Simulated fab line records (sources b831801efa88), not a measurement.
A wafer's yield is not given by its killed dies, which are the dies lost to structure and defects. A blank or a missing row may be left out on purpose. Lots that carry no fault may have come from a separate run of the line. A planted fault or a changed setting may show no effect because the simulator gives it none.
Which tool was responsible? | flow sky130 | 6 lots (17 wafers sampled), 1 step of a 708-step route

WHAT THE GAUGES SHOWED, per wafer
SKY_VT_ADJUST_LVTN_TW_MEAS_10.
lot  | measured     | on            | VT_ADJUST_LVTN_TW
L858 | day 7 23:07  | film metro-04 | 235 237 235
L862 | day 8 17:02  | film metro-01 | 243 243 242
L864 | day 9 09:12  | film metro-04 | 233 233 235
L866 | day 9 18:26  | film metro-01 | 243 243 243
L869 | day 10 06:24 | film metro-02 | 239 237 239
L872 | day 11 14:54 | film metro-02 | 239 239

TOOL THAT RAN EACH LOT (tool first, then ch and the chambers of the sampled wafers, then the start)
Before these readings, the record contains no process step.

THE ANSWER, worked out from the rows above alone
Rule: the lots themselves supply what counts as usual. Put in order of their means at a reading, lots are off if they are a third of the lots or fewer, leave a main group of 4 or more, and stand apart from it by a gap of 3 or more times the standard deviation of the main group's means; of several such gaps the widest counts. Not used: any main group whose means are identical at the precision the tables above print for the reading. Also off: a lot with no number at a reading for which 4 or more lots have one. Any other lot the step has rows for is counted as sound.
No lot is off on any of the readings shown, so nothing can be concluded from this.

WHAT HAD BEEN PUT IN BY THE SIMULATOR
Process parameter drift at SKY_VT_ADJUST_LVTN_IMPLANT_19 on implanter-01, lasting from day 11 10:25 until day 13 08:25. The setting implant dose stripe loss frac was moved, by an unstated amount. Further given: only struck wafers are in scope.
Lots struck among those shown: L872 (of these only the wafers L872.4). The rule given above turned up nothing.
